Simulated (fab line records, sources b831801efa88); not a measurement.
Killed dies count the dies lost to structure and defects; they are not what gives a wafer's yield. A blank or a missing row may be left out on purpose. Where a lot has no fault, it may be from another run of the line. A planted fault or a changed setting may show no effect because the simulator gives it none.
fab line records | flow sky130
record: lots: 12 wafers: 36 lastDay: 50
route steps=708 shown LI_CONTACT@365 METAL1@437 METAL2@495 PAD_OPEN@708
lots that met no fault: from a run of the same line without faults
startH: hours from the record's opening day to when the first of the lot's shown wafers began | waitH: hours from the lot's prior step to this one | " as in the row above | L1.1+2: one row covering several wafers at once | - no value, or no start was given | * or withheld: withheld | < > ~ a bound
route shown NAME@n: NAME is a module with steps in the file, n the number in the route of the first one | usual: mean/standard deviation taken from wafers without a fault | same: alike in all rows | chamber/n: place in a boat | sites: per-site readings | _std_site: how widely they spread, as a standard deviation | _edge_site: mean of outer sites minus mean of inner sites | radiusMm: how far each site lies from the wafer's centre | mask NAME#n: copy n | behind: the tool/chamber that last shaped the wafer | hold: why the lot went on hold/how many hours it stayed there/how the hold came to an end | device: which transistor (n, p or np) failed to switch | end of line: the same wafers' tests at the end of the route | step lacking rows: just its recipe | killed: dies that structure and defects cost at the first sort, which is not the same as the wafer's yield | map: shows each die of a wafer: x if killed, . if not, _ if none is there
set.NAME: the setting as run; set.NAME@STEP: as run at that earlier step | model.NAME: the simulator's own value behind a step, which no gauge read
steps of the route over a sample of lots; a table a step, a row a wafer
services: a tool's chamber out of use, with start hour (startH, from the record's first day; less than 0 if before it), hours out, and reason
== steps ==
step: SKY_LI_CONTACT_BOW_MEAS_03
recipe: mode: bow
usual: LI_CONTACT_BOW: 56/6.8
columns lot.wafer tool chamber startH waitH LI_CONTACT_BOW[um]
L577.1 filmMetro-04 - 644.85 0.1 52
L577.4 " - " " 52
L577.5 " - " " 59
L580.1 filmMetro-04 - 680.56 0.1 59
L580.3 " - " " 51
L580.5 " - " " 73
L583.1 filmMetro-02 - 697.44 0.1 54
L583.2 " - " " 55
L583.3 " - " " 65
L585.2 filmMetro-01 - 720.27 0.3 53
L585.3 " - " " 57
L585.4 " - " " 62
L586.3 filmMetro-04 - 720.59 0.2 65
L586.5 " - " " 48
L586.6 " - " " 59
L587.3 filmMetro-02 - 740.56 0.3 57
L587.4 " - " " 64
L587.5 " - " " 64
L589.2 filmMetro-04 - 747.65 0.1 52
L589.4 " - " " 67
L589.6 " - " " 56
L590.2 filmMetro-02 - 758.19 0.3 60
L590.4 " - " " 51
L590.5 " - " " 55
L597.1 filmMetro-04 - 797.12 0.1 53
L597.3 " - " " 57
L597.5 " - " " 50
L598.1 filmMetro-04 - 807.11 0.1 63
L598.4 " - " " 53
L598.5 " - " " 50
L599.2 filmMetro-01 - 808.22 0.3 51
L599.3 " - " " 52
L599.6 " - " " 50
L600.1 filmMetro-02 - 818.58 0.1 52
L600.3 " - " " 54
L600.6 " - " " 65
step: SKY_METAL1_SPUTTER_03
recipe: material: Ti targetThkNm: 5 powerW: 3000 timeS: 3.3 chamberPressurePa: 0.4
usual: cathodeDcPowerW: 3000.0/0.56 throttleValvePct: 29.9/1.2
columns lot.wafer tool chamber startH waitH cathodeDcPowerW throttleValvePct
L577.1 pvdSputter-03 - 734.23 0.0 3000.4 30.7
L577.4 " - " " 3000.5 29.6
L577.5 " - " " 3000.5 30.2
L580.1 pvdSputter-04 - 767.50 0.0 2999.8 28.5
L580.3 " - " " 3000.0 29.1
L580.5 " - " " 3001.1 28.3
L583.1 pvdSputter-04 - 783.94 0.0 3001.8 28.9
L583.2 " - " " 3000.8 31.3
L583.3 " - " " 3000.3 28.6
L585.2 pvdSputter-04 - 804.62 0.0 3000.4 28.3
L585.3 " - " " 3000.0 28.6
L585.4 " - " " 3001.2 29.0
L586.3 pvdSputter-01 - 804.94 0.0 3000.3 30.0
L586.5 " - " " 3001.2 30.3
L586.6 " - " " 3000.1 29.2
L587.3 pvdSputter-04 - 824.52 0.0 3000.5 28.9
L587.4 " - " " 3000.3 28.3
L587.5 " - " " 2999.4 31.5
L589.2 pvdSputter-04 - 830.94 0.0 2999.6 28.6
L589.4 " - " " 2999.2 28.5
L589.6 " - " " 2999.4 28.0
L590.2 pvdSputter-01 - 840.72 0.0 3000.4 30.4
L590.4 " - " " 3000.4 29.9
L590.5 " - " " 3000.2 30.9
L597.1 pvdSputter-04 - 879.87 0.0 2999.9 31.7
L597.3 " - " " 2999.0 28.6
L597.5 " - " " 2999.5 28.9
L598.1 pvdSputter-01 - 887.96 0.0 3000.4 30.7
L598.4 " - " " 3000.7 29.6
L598.5 " - " " 3001.0 29.4
L599.2 pvdSputter-03 - 889.11 0.0 2998.5 30.6
L599.3 " - " " 3000.2 31.9
L599.6 " - " " 2999.8 30.2
L600.1 pvdSputter-04 - 901.14 0.0 2998.7 28.7
L600.3 " - " " 2999.7 29.0
L600.6 " - " " 3000.7 28.9
step: SKY_METAL2_EXPOSE_12
recipe: maskId: MM2 na: 0.8 sourceShape: annular sigmaInner: 0.55 sigmaOuter: 0.85 targetCdNm: 140 doseMj: 28
usual: stageVelMmS: 499.99/0.23
same: sigmaInner: 0.55 sigmaOuter: 0.85
columns lot.wafer tool chamber startH waitH mask stageVelMmS
L577.1 krfScanner-02 0 802.70 - MM2#0 500.14
L577.4 " 0 " " MM2#0 500.44
L577.5 " 0 " " MM2#0 500.33
L580.1 krfScanner-01 0 835.43 - MM2#0 500.22
L580.3 " 0 " " MM2#0 500.51
L580.5 " 0 " " MM2#0 500.16
L583.1 krfScanner-02 0 851.14 - MM2#0 499.78
L583.2 " 0 " " MM2#0 499.93
L583.3 " 0 " " MM2#0 499.89
L585.2 krfScanner-01 0 871.35 - MM2#0 499.88
L585.3 " 0 " " MM2#0 499.80
L585.4 " 0 " " MM2#0 499.93
L586.3 krfScanner-01 0 872.83 - MM2#0 500.08
L586.5 " 0 " " MM2#0 500.30
L586.6 " 0 " " MM2#0 500.44
L587.3 krfScanner-02 0 892.75 - MM2#0 500.24
L587.4 " 0 " " MM2#0 500.44
L587.5 " 0 " " MM2#0 500.11
L589.2 krfScanner-01 0 898.93 - MM2#0 499.81
L589.4 " 0 " " MM2#0 500.03
L589.6 " 0 " " MM2#0 499.96
L590.2 krfScanner-01 0 907.33 - MM2#0 499.61
L590.4 " 0 " " MM2#0 499.91
L590.5 " 0 " " MM2#0 499.95
L597.1 krfScanner-02 0 945.64 - MM2#0 499.91
L597.3 " 0 " " MM2#0 499.67
L597.5 " 0 " " MM2#0 499.34
L598.1 krfScanner-02 0 953.06 - MM2#0 499.93
L598.4 " 0 " " MM2#0 499.81
L598.5 " 0 " " MM2#0 499.98
L599.2 krfScanner-02 0 954.68 - MM2#0 499.81
L599.3 " 0 " " MM2#0 499.84
L599.6 " 0 " " MM2#0 500.00
L600.1 krfScanner-02 0 965.98 - MM2#0 499.99
L600.3 " 0 " " MM2#0 499.95
L600.6 " 0 " " MM2#0 500.05
step: SKY_METAL2_CD_MEAS_15
recipe: targetCdNm: 140
usual: cdNm: 140.3/1.7
columns lot.wafer tool chamber startH waitH cdNm
L577.1 cdSem-02 - 815.43 - 140.4
L577.4 " - " " 141.0
L577.5 " - " " 139.9
L580.1 cdSem-01 - 848.13 - 141.3
L580.3 " - " " 141.1
L580.5 " - " " 139.6
L583.1 cdSem-02 - 863.54 - 137.1
L583.2 " - " " 136.8
L583.3 " - " " 137.5
L585.2 cdSem-02 - 884.26 - 140.9
L585.3 " - " " 140.5
L585.4 " - " " 141.8
L586.3 cdSem-02 - 885.83 - 141.4
L586.5 " - " " 143.4
L586.6 " - " " 141.8
L587.3 cdSem-02 - 904.65 - 139.6
L587.4 " - " " 138.6
L587.5 " - " " 139.3
L589.2 cdSem-02 - 910.68 - 122.5
L589.4 " - " " 140.8
L589.6 " - " " 142.1
L590.2 cdSem-02 - 920.65 - 118.2
L590.4 " - " " 137.4
L590.5 " - " " 139.1
L597.1 cdSem-01 - 957.61 - 143.4
L597.3 " - " " 142.4
L597.5 " - " " 141.9
L598.1 cdSem-01 - 965.24 - 139.9
L598.4 " - " " 140.8
L598.5 " - " " 142.3
L599.2 cdSem-01 - 967.15 - 142.9
L599.3 " - " " 140.7
L599.6 " - " " 141.8
L600.1 cdSem-02 - 977.29 - 139.8
L600.3 " - " " 139.2
L600.6 " - " " 143.1
step: SKY_METAL2_OVL_MEAS_16
usual: METAL2_OVL: -3/6.1
columns lot.wafer tool chamber startH waitH METAL2_OVL[nm]
L577.1 overlay-01 - 815.55 0.1 -5
L577.4 " - " " -13
L577.5 " - " " -7
L580.1 overlay-01 - 848.26 0.1 -11
L580.3 " - " " -4
L580.5 " - " " -4
L583.1 overlay-02 - 863.66 0.1 0
L583.2 " - " " 3
L583.3 " - " " -5
L585.2 overlay-02 - 884.37 0.1 -1
L585.3 " - " " -11
L585.4 " - " " -11
L586.3 overlay-02 - 885.92 0.1 -5
L586.5 " - " " 0
L586.6 " - " " 1
L587.3 overlay-02 - 904.74 0.1 8
L587.4 " - " " -1
L587.5 " - " " 9
L589.2 overlay-01 - 910.79 0.1 -10
L589.4 " - " " -10
L589.6 " - " " -10
L590.2 overlay-02 - 920.75 0.1 2
L590.4 " - " " -6
L590.5 " - " " -7
L597.1 overlay-02 - 957.73 0.1 0
L597.3 " - " " 2
L597.5 " - " " -2
L598.1 overlay-01 - 965.36 0.1 -1
L598.4 " - " " 6
L598.5 " - " " -3
L599.2 overlay-02 - 967.25 0.1 -6
L599.3 " - " " -8
L599.6 " - " " 4
L600.1 overlay-02 - 977.41 0.1 -10
L600.3 " - " " -14
L600.6 " - " " -10
step: SKY_PAD_OPEN_PROBE_99
usual: defectLimitedYield: 82.3/2 killed_at_M0_to_M3: 43/7.3 killed_at_M4_up: 3.2/1.8 killedAtContacts: 24/5.8 killedAtFrontEnd: 16/4.5 killedAtOther: 0.3/0.53 killedDies: 87/9.9 killedOpen: 48/6.8 killedShort: 39/6.9 sort_bin_3_pad_short: 0.8/0.42 sort_bin_5_function: 10.4/1.6 sort_bin_6_memory: 6.4/1.2 sortNPass: 405/9.9 sortYieldPct: 82.3/2
same: grossDies: 492 killedAtBackSide: 0 sort_bin_4_leakage[%]: 0 sort_bin_8_speed[%]: 0
columns lot.wafer tool chamber startH waitH defectLimitedYield[%] killed_at_M0_to_M3 killed_at_M4_up killedAtContacts killedAtFrontEnd killedAtOther killedDies killedOpen killedShort sort_bin_3_pad_short[%] sort_bin_5_function[%] sort_bin_6_memory[%] sortNPass sortYieldPct[%]
L589.2 prober-02 - 1142.93 0.1 76.2 72 2 32 11 0 117 52 41 0.6 16.5 6.7 375 76.2
L589.4 prober-02 - 1143.03 0.2 81.5 47 5 20 19 0 91 44 47 0.8 12.4 5.3 401 81.5
L589.6 prober-02 - 1143.13 0.2 80.7 52 3 23 17 0 95 60 35 0.4 11.6 7.3 397 80.7
L590.2 prober-02 - 1150.85 0.1 70.5 104 1 23 17 0 145 42 40 1.4 21.3 6.7 347 70.5
L590.4 prober-02 - 1150.95 0.2 80.7 44 2 29 20 0 95 50 45 1.2 13.0 5.1 397 80.7
L590.5 prober-02 - 1151.00 0.2 79.7 66 1 21 12 0 100 67 33 1.0 11.2 8.1 392 79.7
killed by level:class
L589.2 METAL2:areaExpose=24 VIA1:geometricParticle:open=16 CONTACT:geometricParticle:open=11 LI_CONTACT:geometricParticle:open=9 METAL2:geometricParticle:short=7 VIA1:geometricParticle:short=5 CONTACT:geometricParticle:short=5 VIA2:geometricParticle:open=5
L589.4 METAL2:geometricParticle:short=9 VIA3:geometricParticle:open=7 VIA2:geometricParticle:open=6 VIA1:geometricParticle:open=6 FIELD_ISO:geometricParticle:open=5 LI_CONTACT:geometricParticle:open=5 METAL1:geometricParticle:short=5 FIELD_ISO:geometricParticle:short=4
L589.6 VIA1:geometricParticle:open=14 CONTACT:geometricParticle:open=9 FIELD_ISO:geometricParticle:open=8 POLY_GATE:geometricParticle:open=6 LI_CONTACT:geometricParticle:open=6 METAL1:geometricParticle:short=6 METAL2:geometricParticle:short=6 VIA2:geometricParticle:open=6
L590.2 METAL2:areaExpose=63 VIA1:geometricParticle:open=10 LI_CONTACT:geometricParticle:open=8 POLY_GATE:geometricParticle:short=7 VIA1:geometricParticle:short=7 METAL2:geometricParticle:short=6 CONTACT:geometricParticle:open=5 FIELD_ISO:geometricParticle:open=4
L590.4 CONTACT:geometricParticle:open=11 VIA3:geometricParticle:open=8 VIA1:geometricParticle:short=8 CONTACT:geometricParticle:short=7 FIELD_ISO:geometricParticle:open=6 VIA1:geometricParticle:open=6 LI_CONTACT:geometricParticle:open=5 VIA2:geometricParticle:short=5
L590.5 VIA1:geometricParticle:open=21 VIA2:geometricParticle:open=12 VIA3:geometricParticle:open=10 LI_CONTACT:geometricParticle:open=8 VIA1:geometricParticle:short=7 CONTACT:geometricParticle:open=7 METAL1:geometricParticle:short=6 METAL2:geometricParticle:short=4
== services ==
columns tool chamber startH hours kind
pvdSputter-04 - 711.83 6.9 repair
krfScanner-02 - 733.13 4.4 pm
pvdSputter-01 - 768.45 2.1 repair
krfScanner-01 - 768.99 1.0 pm
krfScanner-01 - 783.19 0.8 pm
krfScanner-01 - 793.78 0.2 repair
pvdSputter-03 - 806.96 1.1 repair
krfScanner-02 - 815.85 1.3 pm
krfScanner-01 - 823.83 1.3 pm
krfScanner-02 - 826.66 0.8 pm
krfScanner-02 - 848.79 1.0 pm
krfScanner-02 - 885.04 0.7 repair
pvdSputter-04 - 893.05 2.2 repair
krfScanner-02 - 894.95 3.6 repair
krfScanner-01 - 937.99 1.0 pm
krfScanner-02 - 943.53 0.3 repair
krfScanner-01 - 951.99 0.8 pm
== key ==
firstSign: step: SKY_METAL2_CD_MEAS_15 reading: cdNm direction: down sigmas: 12 usual: 140.3 struck: 120.4
effect: step: SKY_PAD_OPEN_PROBE_99 reading: killed_at_M0_to_M3 direction: up sigmas: 6.1 usual: 43 struck: 88
moreKillsBornAt: SKY_METAL2_EXPOSE_12@krfScanner-01: 87
metAt SKY_METAL2_EXPOSE_12
struckLots L589,L590
struckWafers L589.2,L590.2
notActingAt SKY_LI_CONTACT_BOW_MEAS_03,SKY_METAL1_SPUTTER_03,SKY_METAL2_OVL_MEAS_16
onsetBetween 872.83 898.93
fault: kind: processParameterDrift tool: krfScanner-01 chamber: - onsetH: 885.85 steps: SKY_METAL2_EXPOSE_12 channel: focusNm offset: 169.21 shape: step endH: 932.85 scope: struckWafersOnly
